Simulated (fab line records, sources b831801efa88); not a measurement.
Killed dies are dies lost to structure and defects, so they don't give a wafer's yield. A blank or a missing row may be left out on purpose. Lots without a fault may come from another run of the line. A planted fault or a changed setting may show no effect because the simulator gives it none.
Chamber matching | flow gf180mcu | GF_MIM_CVD_05 on pecvd-02: 3 sister chambers
The step deposits Si3N4, target thk 42 nm, time 27.96 s. 6 wafers are shown with their chamber, then 8 later ones without.

WAFERS WITH THEIR CHAMBER
wafer  | chamber | heater_power_w (W)
L431.3 | 2       | 715
L434.3 | 0       | 763
L435.1 | 1       | 631
L435.4 | 1       | 630
L435.5 | 2       | 782
L440.4 | 0       | 755

WAFERS WITHOUT THEIR CHAMBER
wafer  | heater_power_w (W)
L440.5 | 569
L440.6 | 783
L441.1 | 702
L441.2 | 614
L441.4 | 700
L450.1 | 791
L450.4 | 690
L450.5 | 589

WHICH CHAMBER EACH WENT THROUGH
wafer  | from the rows above          | in truth
L440.5 | 1                            | 1
L440.6 | can't be placed: 0 or 2      | 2
L441.1 | can't be placed: 2 or 0 or 1 | 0
L441.2 | 1                            | 1
L441.4 | can't be placed: 2 or 0 or 1 | 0
L450.1 | can't be placed: 0 or 2      | 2
L450.4 | can't be placed: 2 or 1 or 0 | 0
L450.5 | 1                            | 1
Placed correctly: 3 of 8. Can't be placed from these rows: 5 (the true chamber is among the candidates in 5). Placed wrongly: 0.
How it was worked out, from the rows above alone: a wafer's distance from a chamber is the root of the sum, over the readings, of the square of ((its reading less the chamber's mean) divided by the reading's scatter). The wafer belongs to the nearest chamber; if the next one is less than 2 further off, it can't be placed. A chamber's mean is the mean of its shown wafers. The scatter: the root of (the sum of the squares of (reading less its chamber's mean) over the shown wafers, divided by (wafers less chambers)).
